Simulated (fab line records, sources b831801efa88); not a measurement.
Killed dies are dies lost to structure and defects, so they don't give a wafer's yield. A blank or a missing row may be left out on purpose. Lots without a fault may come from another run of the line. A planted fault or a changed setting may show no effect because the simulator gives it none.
A struck lot beside a sound one | flow sky130 | 16 steps out of a route of 708
Sound: wafers L349.3, L349.4, L349.5. Struck: wafers L363.2, L363.4. (L363.6 of the same lot was not struck and is left out.) The cause comes at the end.
At each step with rows: each side's tool, then ch and its chambers, then its first start. Under that, the readings that differ: sound wafers | struck wafers | difference of the means | sigmas: that difference in standard deviations of wafers without a fault.
alike: readings whose means differ by less than 2 such deviations, and words and numbers that are the same on both sides. not compared: withheld readings, readings that some wafer has no value for, bounds like >300 that may hide the same value, and numbers for which the record gives no deviation and whose values overlap.
The two part at a step that has a row with sigmas, a row that says differs or no value, or rows on one side only. Numbers that don't overlap but have no deviation are shown without sigmas and don't part them. A reading that every wafer of one side lacks parts them only if that side has two wafers or more.

first, 8 steps without rows for these wafers: SKY_POLY_GATE_DEHYDRATE_05 (time 60 s); SKY_POLY_GATE_HMDS_06 (prime time 60 s); SKY_POLY_GATE_COAT_07 (resist thk 110 nm); SKY_POLY_GATE_COAT_08 (resist thk 450 nm); SKY_POLY_GATE_SOFTBAKE_09 (time 90 s); SKY_POLY_GATE_EXPOSE_10 (exposes mask P1M, target cd 150 nm); SKY_POLY_GATE_PEB_11; SKY_POLY_GATE_DEVELOP_12 (develop time 60 s).
SKY_POLY_GATE_CD_MEAS_13: target cd 150 nm.
  sound on cd_sem-02, day 18 09:37; struck on cd_sem-02, day 22 20:11
  alike: cd_nm
SKY_POLY_GATE_OVL_MEAS_14:
  sound on overlay-01, day 18 09:43; struck on overlay-02, day 22 20:18
  alike: POLY_GATE_OVL
SKY_POLY_GATE_ETCH_15: etches BARC in N2/H2, stops on SiO2, time 118.5 s, target depth 110 nm.
  sound on rie_diel-03 ch 1,2,3, day 18 09:44; struck on rie_diel-03 ch 0,1, day 22 20:20
  alike: bias_w, chamber_pressure_mTorr, drypump_motor_current_A, oes_product_au, rf_fwd_power_W, throttle_valve_pct
  not compared: rf_hours_counter_h
SKY_POLY_GATE_ETCH_16: etches Si3N4 in CH3F/O2, stops on poly-Si, time 147.5 s, target depth 75 nm.
  sound on rie_diel-03 ch 1,2,3, day 18 09:49; struck on rie_diel-03 ch 0,1, day 22 20:25
  reading               | sound             | struck      | difference | sigmas
  oes_product_au (a.u.) | 0.649 0.653 0.651 | 0.634 0.632 | -0.018     | -3
  alike: bias_w, ch3f_flow_sccm, chamber_pressure_mTorr, drypump_motor_current_A, rf_fwd_power_W, throttle_valve_pct
  not compared: rf_hours_counter_h
SKY_POLY_GATE_ETCH_17: etches poly-Si in HBr/Cl2, stops on SiO2, target depth 180 nm, time 70.5 s.
  sound on rie_si-01 ch 2,3, day 18 09:55; struck on rie_si-01 ch 0, day 22 20:31
  reading                                          | sound              | struck        | difference | sigmas
  bias_w (W)                                       | 99.75 100.03 99.99 | 118.25 118.12 | +18.26     | +70
  model.KrF-thick_of_POLY_GATE_COAT_08.thk_nm (nm) | 132 136.7 137.7    | 127.4 128.9   | -7.3       |
  alike: HBr_flow_sccm, chamber_pressure_mTorr, drypump_motor_current_A, oes_product_au, rf_fwd_power_W, throttle_valve_pct
  not compared: rf_hours_counter_h, model.SiO2_of_SONOS_ONO_CVD_04.thk_nm
SKY_POLY_GATE_STRIP_18: strips in O2/N2.
  sound on plasma_asher-02 ch 0,1, day 18 10:00; struck on plasma_asher-02 ch 0, day 22 20:34
  reading                      | sound             | struck      | difference | sigmas
  strip_time_to_endpoint_s (s) | 3.075 3.134 3.131 | 3.041 3.040 | -0.073     | -3
  alike: chamber_pressure_mTorr, drypump_motor_current_A, oes_product_au
  not compared: rf_hours_counter_h
then, 1 step without rows for these wafers: SKY_POLY_GATE_CLEAN_19 (cleans in SC1/SC2, time 150 s).
-- the record jumps here: 27 days lie between the struck wafers' starts before and after (it left off in module POLY_GATE and takes up again in module PAD_OPEN, whose first step shown is number 708 of the route) --
SKY_PAD_OPEN_PROBE_99:
  the record has rows for the struck wafers here (prober-01, day 50 02:14) and none for the sound ones

WHERE THEY PART
First at SKY_POLY_GATE_ETCH_16; last, within this record, at SKY_PAD_OPEN_PROBE_99.

WHY: what the simulator had put in
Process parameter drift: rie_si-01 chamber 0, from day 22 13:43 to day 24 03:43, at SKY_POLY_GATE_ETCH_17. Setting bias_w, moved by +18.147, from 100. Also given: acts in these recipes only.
